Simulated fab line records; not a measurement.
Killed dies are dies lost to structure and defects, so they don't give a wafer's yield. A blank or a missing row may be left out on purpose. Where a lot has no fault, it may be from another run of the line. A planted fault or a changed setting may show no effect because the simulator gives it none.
Problem report, 8D (eight disciplines) form, completed by code :: flow sky130 :: the parts of the form that need people (team, actions taken, sign-off) are left out

## 1. THE ISSUE
chamber pressure pa at SKY_METAL4_SPUTTER_02 reads a mean of 0.3213 Pa on 6 wafers of 2 lots; wafers without a fault read 0.4000 Pa with a standard deviation of 0.00086. That is -91 standard deviations from the usual mean.
The step: material AlCu, target thk 735 nm, time 39.1 s.
First observed at day 41 20:56: wafer L627.2, on pvd sputter-04. Wafers with a number at this step in the record: 36, from 12 lots. Rule for "out" (also "out of limits"): further than 4 standard deviations from the usual mean. The rest of the wafers with a number are treated as sound.

## 2. WHAT THIS IS AND IS NOT
question: which readings at this step
is: chamber pressure pa, throttle valve pct
is not: -

question: which lots
is: L627, L628
is not: L619, L623, L624, L632, L633, L635, L636, L639, L640, L642

question: which wafers of those lots
is: all that have a number
is not: -

question: read on which tools
is: pvd sputter-04
is not: pvd sputter-01, pvd sputter-02

question: when
is: from day 41 20:56
is not: up to then (9 sound wafers); but 21 sound wafers of L632, L633, L635, L636, L639, L640, L642 came after

## 3. SUSPECTS, AND WHAT RULES EACH OUT
Counting: a tool at a process step up to the reading stays a suspect if it ran every lot that is out and no sound lot after the first of them.
- pvd sputter-04 at SKY_METAL4_SPUTTER_00 (material Ti, target thk 15 nm, time 10 s): ruled out as a lasting fault. Sound lots L639 ran on it after its first lot that is out, L627 (day 41 20:53).
- pvd sputter-04 at SKY_METAL4_SPUTTER_02 (material AlCu, target thk 735 nm, time 39.1 s): ruled out as a lasting fault. Sound lots L639 ran on it after its first lot that is out, L627 (day 41 20:56).
Left after counting: nothing in the record.

## 4. THE CAUSE (what the simulator had put in)
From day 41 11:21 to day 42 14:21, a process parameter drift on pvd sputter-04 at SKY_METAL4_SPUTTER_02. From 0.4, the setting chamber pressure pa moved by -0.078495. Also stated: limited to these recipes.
Counting ruled it out, wrongly.

## 5. THE CHAIN OF EFFECTS, in route order
Each row: a reading whose mean over the struck wafers that have a number lies more than 3 standard deviations from the usual. Only readings whose record carries a usual standard deviation are examined. hours: median over the lots of the time between each lot's start at the first step of this table that gives one and its start at this step. sigmas: the change, counted in usual standard deviations.
hours: 0
step: SKY_METAL4_SPUTTER_02
reading: chamber pressure pa
usual: 0.4000 Pa
on struck wafers: 0.3213
change: -0.0787
sigmas: -91

hours: 0
step: SKY_METAL4_SPUTTER_02
reading: throttle valve pct
usual: 29.7 %
on struck wafers: 33.4
change: +3.7
sigmas: +6.9
Its process steps:
- SKY_METAL4_SPUTTER_02: material AlCu, target thk 735 nm, time 39.1 s.

## 6. HOW IT WOULD HAVE BEEN CAUGHT EARLIER
The fault began at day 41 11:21; the first out-of-limits reading in this record came at day 41 20:56, 10 hours later.
